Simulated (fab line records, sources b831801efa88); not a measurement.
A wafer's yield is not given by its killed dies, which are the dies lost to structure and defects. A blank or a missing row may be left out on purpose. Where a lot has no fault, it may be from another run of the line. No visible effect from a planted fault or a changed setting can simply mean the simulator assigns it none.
Matching of chambers -- flow gf180mcu -- cmp-02 running GF_V1_CMP_04: 4 sister chambers
The step polishes SiO2. 18 wafers are shown with their chamber, then 9 later ones without.

WAFERS, EACH WITH ITS CHAMBER
wafer,chamber,motorCurrentA (A),timeToEndpointS (s)
L853.1,1,11.4,72
L853.2,0,13.5,79
L853.6,0,14.2,85
L855.2,2,10.5,75
L855.3,0,13.2,75
L855.5,3,11.8,66
L856.1,3,12.3,66
L856.4,0,13.2,80
L856.5,2,10.0,80
L857.3,2,10.5,75
L857.4,0,13.6,79
L857.6,1,10.8,82
L858.1,0,13.9,86
L858.3,3,11.9,66
L858.5,3,12.4,83
L862.2,1,10.4,79
L862.5,2,10.2,79
L862.6,1,10.8,83

SIGNATURES (averages over the wafers above)
reading,chamber 0,chamber 1,chamber 2,chamber 3,scatter within a chamber
motorCurrentA,13.600,10.850,10.300,12.100,0.352
timeToEndpointS,80.67,79.00,77.25,70.25,5.32
Rule: for each reading, subtract the chamber's mean from the wafer's reading, divide by that reading's scatter and square the result; add these up over the readings and take the root, which gives the wafer's distance from the chamber. The wafer belongs to the nearest chamber; if the next one is less than 2 further off, it can't be placed. How the scatter is found: for the shown wafers, subtract from each reading the mean of its chamber, square and add these, divide the total by (wafers less chambers), then take the root.

WAFERS WHOSE CHAMBER IS MISSING
wafer,motorCurrentA (A),timeToEndpointS (s)
L865.3,10.7,81
L865.5,10.4,87
L865.6,10.6,78
L870.1,13.6,70
L870.2,10.4,74
L870.5,10.7,76
L872.1,12.1,83
L872.2,13.6,86
L872.6,10.5,82

WHICH CHAMBER EACH WENT THROUGH
wafer,from the rows above,in truth
L865.3,can't be placed: 1 or 2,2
L865.5,can't be placed: 2 or 1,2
L865.6,can't be placed: 1 or 2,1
L870.1,0,0
L870.2,can't be placed: 2 or 1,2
L870.5,can't be placed: 1 or 2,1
L872.1,can't be placed: 3 or 1 or 0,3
L872.2,0,0
L872.6,can't be placed: 2 or 1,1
Correctly placed: 2 of 9. These rows do not allow placing 7 (true chamber among the candidates in 7). Wrongly placed: 0.
